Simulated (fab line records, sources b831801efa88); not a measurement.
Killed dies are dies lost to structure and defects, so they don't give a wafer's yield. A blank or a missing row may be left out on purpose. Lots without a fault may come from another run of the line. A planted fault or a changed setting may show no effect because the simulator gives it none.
Which tool did it? | flow sky130 | 24 lots, 72 wafers sampled, at 5 steps of a route of 708

WHAT THE GAUGES READ, wafer by wafer
SKY_POLY_GATE_CD_MEAS_22.
lot  | measured     | on        | cd_nm (nm)
L074 | day 17 09:07 | cd_sem-02 | 152.9 153.6 152.8
L076 | day 17 20:45 | cd_sem-02 | 148.4 149.9 148.3
L075 | day 18 02:02 | cd_sem-02 | 149.5 153.7 153.4
L077 | day 18 10:00 | cd_sem-02 | 150.7 152.5 151.1
L078 | day 18 10:03 | cd_sem-01 | 152.3 151.7 152.7
L080 | day 19 00:15 | cd_sem-01 | 149.8 152.6 150.8
L079 | day 19 00:17 | cd_sem-02 | 149.6 146.4 152.9
L081 | day 19 10:11 | cd_sem-01 | 149.0 146.0 148.1
L082 | day 20 03:13 | cd_sem-01 | 149.0 153.6 149.0
L083 | day 20 03:15 | cd_sem-02 | 149.0 150.3 151.3
L084 | day 20 10:53 | cd_sem-02 | 148.6 151.8 149.1
L085 | day 20 15:03 | cd_sem-02 | 150.6 152.2 152.3
L086 | day 21 12:16 | cd_sem-01 | 152.6 149.1 151.6
L087 | day 21 14:13 | cd_sem-01 | 147.2 153.8 150.0
L089 | day 21 23:35 | cd_sem-01 | 154.0 151.7 150.0
L088 | day 22 03:20 | cd_sem-02 | 152.1 153.0 148.6
L092 | day 23 09:43 | cd_sem-02 | 154.0 152.1 152.8
L091 | day 23 11:19 | cd_sem-01 | 150.5 149.9 151.4
L090 | day 23 11:22 | cd_sem-02 | 150.6 149.0 152.3
L093 | day 23 16:45 | cd_sem-02 | 149.7 149.3 152.6
L094 | day 24 01:17 | cd_sem-01 | 146.0 149.6 147.0
L095 | day 24 01:19 | cd_sem-02 | 154.9 151.5 155.5
L096 | day 24 09:53 | cd_sem-02 | 148.8 149.4 147.6
L097 | day 24 11:30 | cd_sem-02 | 145.9 147.7 148.9

SKY_LOCAL_INTERCONNECT_RS_MEAS_01: measures by four-point-probe.
lot  | measured     | on            | LOCAL_INTERCONNECT_TIN_RS (ohm/sq)
L074 | day 30 00:18 | film_metro-02 | 14.28 14.15 14.31
L076 | day 30 14:04 | film_metro-02 | 14.11 14.21 14.08
L075 | day 30 15:46 | film_metro-02 | 13.89 14.12 13.99
L077 | day 31 00:16 | film_metro-04 | 14.12 13.99 14.14
L078 | day 31 02:53 | film_metro-02 | 14.35 14.29 14.24
L080 | day 31 13:53 | film_metro-02 | 14.06 14.23 14.23
L079 | day 31 11:48 | film_metro-02 | 14.08 14.35 14.16
L081 | day 31 20:54 | film_metro-04 | 14.22 14.30 14.10
L082 | day 32 10:22 | film_metro-04 | 13.93 14.20 14.16
L083 | day 32 11:17 | film_metro-04 | 14.37 14.40 14.28
L084 | day 32 16:23 | film_metro-04 | 13.90 13.89 13.87
L085 | day 32 21:23 | film_metro-02 | 14.23 14.38 14.56
L086 | day 33 15:01 | film_metro-02 | 14.04 14.12 14.04
L087 | day 33 19:32 | film_metro-02 | 14.00 14.28 14.16
L089 | day 34 03:25 | film_metro-04 | 14.23 14.55 14.47
L088 | day 34 04:37 | film_metro-02 | 14.09 14.12 13.92
L092 | day 35 04:55 | film_metro-01 | 14.11 14.12 13.97
L091 | day 35 09:52 | film_metro-04 | 14.01 14.15 13.92
L090 | day 35 08:34 | film_metro-01 | 14.12 14.16 13.90
L093 | day 35 13:10 | film_metro-02 | 14.12 14.13 14.20
L094 | day 35 20:58 | film_metro-04 | 13.88 14.00 14.07
L095 | day 35 23:23 | film_metro-01 | 14.07 14.45 14.17
L096 | day 36 04:59 | film_metro-04 | 14.29 13.99 14.01
L097 | day 36 06:38 | film_metro-01 | 13.99 13.91 13.81

SKY_VIA1_CD_MEAS_12: target cd 150 nm.
lot  | measured     | on        | cd_nm (nm)
L074 | day 34 15:23 | cd_sem-01 | 152.6 150.9 152.0
L076 | day 35 06:11 | cd_sem-02 | 150.4 150.3 150.6
L075 | day 35 09:38 | cd_sem-02 | 148.0 148.2 148.5
L077 | day 35 13:56 | cd_sem-01 | 148.6 149.5 148.7
L078 | day 35 16:52 | cd_sem-02 | 148.1 150.9 148.6
L080 | day 36 04:44 | cd_sem-02 | 149.8 151.0 151.4
L079 | day 36 01:47 | cd_sem-02 | 150.9 151.6 151.8
L081 | day 36 08:57 | cd_sem-02 | 147.2 148.9 148.3
L082 | day 36 22:04 | cd_sem-01 | 150.0 148.8 150.1
L083 | day 37 01:37 | cd_sem-02 | 154.5 154.5 152.6
L084 | day 37 05:22 | cd_sem-02 | 149.5 150.0 149.5
L085 | day 37 10:03 | cd_sem-01 | 148.6 147.5 150.3
L086 | day 38 01:14 | cd_sem-01 | 150.5 148.7 149.8
L087 | day 38 07:37 | cd_sem-02 | 149.0 150.5 151.1
L089 | day 38 13:38 | cd_sem-01 | 154.4 152.9 154.9
L088 | day 38 16:30 | cd_sem-01 | 149.9 149.8 150.1
L092 | day 39 15:52 | cd_sem-01 | 149.9 151.2 151.1
L091 | day 39 18:50 | cd_sem-01 | 149.7 149.5 150.8
L090 | day 39 18:00 | cd_sem-01 | 150.1 149.5 151.7
L093 | day 39 22:01 | cd_sem-02 | 147.9 147.8 147.6
L094 | day 40 06:07 | cd_sem-02 | 150.8 149.6 151.7
L095 | day 40 09:02 | cd_sem-01 | 150.2 150.4 150.7
L096 | day 40 12:57 | cd_sem-02 | 150.0 150.1 149.1
L097 | day 40 14:59 | cd_sem-02 | 148.8 147.3 148.8

WHICH TOOL RAN EACH LOT (tool, then ch and the chambers of the sampled wafers, then the start)
lot  | SKY_METAL1_SPUTTER_01        | SKY_METAL1_SPUTTER_03
L074 | pvd_sputter-02, day 32 10:01 | pvd_sputter-02, day 32 10:04
L076 | pvd_sputter-02, day 32 23:07 | pvd_sputter-02, day 32 23:10
L075 | pvd_sputter-03, day 33 01:56 | pvd_sputter-03, day 33 01:59
L077 | pvd_sputter-04, day 33 08:41 | pvd_sputter-04, day 33 08:44
L078 | pvd_sputter-04, day 33 12:31 | pvd_sputter-04, day 33 12:34
L080 | pvd_sputter-03, day 33 22:34 | pvd_sputter-03, day 33 22:37
L079 | pvd_sputter-02, day 33 20:12 | pvd_sputter-02, day 33 20:15
L081 | pvd_sputter-04, day 34 04:16 | pvd_sputter-04, day 34 04:19
L082 | pvd_sputter-04, day 34 17:41 | pvd_sputter-04, day 34 17:44
L083 | pvd_sputter-04, day 34 20:10 | pvd_sputter-04, day 34 20:13
L084 | pvd_sputter-03, day 35 00:14 | pvd_sputter-03, day 35 00:17
L085 | pvd_sputter-03, day 35 04:26 | pvd_sputter-03, day 35 04:29
L086 | pvd_sputter-04, day 35 21:28 | pvd_sputter-04, day 35 21:31
L087 | pvd_sputter-03, day 36 02:44 | pvd_sputter-03, day 36 02:47
L089 | pvd_sputter-04, day 36 09:57 | pvd_sputter-04, day 36 10:00
L088 | pvd_sputter-04, day 36 11:52 | pvd_sputter-04, day 36 11:55
L092 | pvd_sputter-03, day 37 12:00 | pvd_sputter-03, day 37 12:03
L091 | pvd_sputter-02, day 37 16:54 | pvd_sputter-02, day 37 16:57
L090 | pvd_sputter-03, day 37 15:23 | pvd_sputter-03, day 37 15:26
L093 | pvd_sputter-03, day 37 19:17 | pvd_sputter-03, day 37 19:20
L094 | pvd_sputter-02, day 38 03:26 | pvd_sputter-02, day 38 03:29
L095 | pvd_sputter-02, day 38 06:46 | pvd_sputter-02, day 38 06:49
L096 | pvd_sputter-04, day 38 10:48 | pvd_sputter-04, day 38 10:51
L097 | pvd_sputter-04, day 38 12:21 | pvd_sputter-04, day 38 12:24
- SKY_METAL1_SPUTTER_01: material TiN, target thk 20 nm, time 16.7 s.
- SKY_METAL1_SPUTTER_03: material Ti, target thk 5 nm, time 3.3 s.

WHAT THE TOOLS THEMSELVES READ (means of the sampled wafers that have a number; where no wafer has one, the mark that the record gives instead)
SKY_METAL1_SPUTTER_01.
lot  | tool           | throttle_valve_pct (%)
L074 | pvd_sputter-02 | 30.0
L076 | pvd_sputter-02 | 28.9
L075 | pvd_sputter-03 | 30.0
L077 | pvd_sputter-04 | 31.2
L078 | pvd_sputter-04 | 30.7
L080 | pvd_sputter-03 | 30.3
L079 | pvd_sputter-02 | 28.9
L081 | pvd_sputter-04 | 31.5
L082 | pvd_sputter-04 | 30.2
L083 | pvd_sputter-04 | 30.8
L084 | pvd_sputter-03 | 30.6
L085 | pvd_sputter-03 | 30.4
L086 | pvd_sputter-04 | 30.8
L087 | pvd_sputter-03 | 30.1
L089 | pvd_sputter-04 | 30.5
L088 | pvd_sputter-04 | 30.7
L092 | pvd_sputter-03 | 30.1
L091 | pvd_sputter-02 | 27.9
L090 | pvd_sputter-03 | 30.1
L093 | pvd_sputter-03 | 30.5
L094 | pvd_sputter-02 | 29.0
L095 | pvd_sputter-02 | 28.3
L096 | pvd_sputter-04 | 30.7
L097 | pvd_sputter-04 | 30.8

SKY_METAL1_SPUTTER_03.
lot  | tool           | throttle_valve_pct (%)
L074 | pvd_sputter-02 | 30.3
L076 | pvd_sputter-02 | 29.0
L075 | pvd_sputter-03 | 30.1
L077 | pvd_sputter-04 | 31.0
L078 | pvd_sputter-04 | 30.8
L080 | pvd_sputter-03 | 30.2
L079 | pvd_sputter-02 | 28.8
L081 | pvd_sputter-04 | 31.2
L082 | pvd_sputter-04 | 30.1
L083 | pvd_sputter-04 | 30.7
L084 | pvd_sputter-03 | 30.6
L085 | pvd_sputter-03 | 30.4
L086 | pvd_sputter-04 | 30.9
L087 | pvd_sputter-03 | 29.9
L089 | pvd_sputter-04 | 30.7
L088 | pvd_sputter-04 | 30.7
L092 | pvd_sputter-03 | 30.1
L091 | pvd_sputter-02 | 27.9
L090 | pvd_sputter-03 | 30.3
L093 | pvd_sputter-03 | 30.5
L094 | pvd_sputter-02 | 29.0
L095 | pvd_sputter-02 | 28.1
L096 | pvd_sputter-04 | 30.5
L097 | pvd_sputter-04 | 30.9

THE ANSWER, worked out from the rows above alone
Rule: what is usual is taken from the lots themselves. Put in order of their means at a reading, lots are off if they are a third of the lots or fewer, leave a main group of 4 or more, and stand apart from it by a gap of 3 or more times the standard deviation of the main group's means; of several such gaps the widest counts. A main group whose means are all the same, to the digits that the tables above print for the reading, isn't used. A lot without any number at a reading at which 4 lots or more have one is off too. The other lots that the step has rows for count as sound. The gauges are gone through in route order, then the tools' own readings, and for those a lot's mean is taken as printed above. The first step at which some lot is off is used, and at that step the reading that is off furthest; a lot without a number counts as furthest.
No lot is off at any reading shown: from this, nothing can be told.

WHAT THE SIMULATOR HAD PUT IN
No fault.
